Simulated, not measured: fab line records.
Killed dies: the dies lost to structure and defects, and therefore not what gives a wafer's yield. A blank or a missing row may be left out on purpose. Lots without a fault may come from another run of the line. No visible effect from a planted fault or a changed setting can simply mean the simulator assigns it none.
Comparing a struck lot with a sound one | flow gf180mcu | 16 steps out of a route of 602
Sound: the wafers L690.2, L690.5, L690.6. Wafers struck: L686.3, L686.4, L686.5. Last of all comes the cause.
Per side, at each step with rows, come the tool, then ch with its chambers, and then its first start. Under that, the readings that differ: sound wafers | struck wafers | difference of the means | sigmas: that difference in standard deviations of wafers without a fault.
alike: words and numbers the same on both sides, and readings whose means are apart by under 2 such deviations; not compared: readings that were withheld, readings missing a value for some wafer, numbers with overlapping values and no deviation given by the record, and bounds like >300 which may hide the same value.
Wherever a step has rows on one side only, a row that says differs or no value, or a row with sigmas, the two part there. Non-overlapping numbers with no deviation appear without sigmas and do not part them. Lack of a reading on every wafer of one side parts them only where that side has two or more wafers.

GF_V1_CMP_04: polishes SiO2.
  sound on cmp-02 ch 0,2,3, day 22 17:44; struck on cmp-02 ch 0,1,2, day 21 15:40
  alike: motor-current-A, time-to-endpoint-s
GF_V1_BOW_MEAS_05:
  struck on film-metro-01, day 21 15:57; sound on film-metro-01, day 22 17:58
  alike: V1_BOW
then, 8 steps without rows for these wafers: GF_V1_DEHYDRATE_06 (time 60 s); GF_V1_HMDS_07 (prime time 60 s); GF_V1_COAT_08; GF_V1_COAT_09 (resist thk 1000 nm); GF_V1_SOFTBAKE_10 (time 60 s); GF_V1_EXPOSE_11 (exposes mask Via1, target cd 260 nm); GF_V1_PEB_12 (peb time 90 s); GF_V1_DEVELOP_13 (develop time 60 s).
GF_V1_CD_MEAS_14: the cd target is 260 nm.
  struck on cd-sem-02, day 22 15:13; sound on cd-sem-01, day 23 16:44
  alike: cd-nm
GF_V1_OVL_MEAS_15:
  struck on overlay-01, day 22 15:19; sound on overlay-02, day 23 16:50
  alike: V1_OVL
GF_V1_ETCH_16: etches BARC in N2/H2.
  sound on rie-diel-02 ch 0,1,2, day 23 16:52; struck on rie-diel-04 ch 0,2,3, day 22 15:20
  no value came back on the struck wafers for any of 6 readings (bias-w (W), chamber-pressure-mTorr (mTorr) and others); on the sound wafers bias-w (W) reads 100.06 100.49 100.47
GF_V1_ETCH_17: etches SiO2 in C4F8/O2/Ar, stops on TiN, target depth 630 nm.
  sound: rie-diel-02 ch 0,1,2; struck: rie-diel-04 ch 0,2,3
  reading               | sound             | struck            | difference | sigmas
  oes-product-au (a.u.) | 0.854 0.863 0.857 | 0.375 0.370 0.375 | -0.485     | -99 or more
  alike: bias-w, chamber-pressure-mTorr, rf-fwd-power-W
GF_V1_STRIP_18: strips in O2/N2.
  sound on plasma-asher-02 ch 0,1, day 23 17:00; struck on plasma-asher-03 ch 0,1, day 22 15:29
  reading               | sound             | struck            | difference | sigmas
  oes-product-au (a.u.) | 0.595 0.588 0.589 | 0.613 0.605 0.613 | +0.020     | +4
  alike: drypump-motor-current-A, heater-power-w, platen-temp-c
  not compared: rf-hours-counter-h
then, 1 step without rows for these wafers: GF_V1_STRIP_19 (strips in post etch residue remover, time 1200 s).

## WHERE THEY PART
Last at GF_V1_STRIP_18 as far as this record goes, first at GF_V1_ETCH_16.

WHY: what had been put in by the simulator
Step skipped in full: rie-diel-04, at GF_V1_ETCH_16, from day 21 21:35 onward. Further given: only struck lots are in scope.
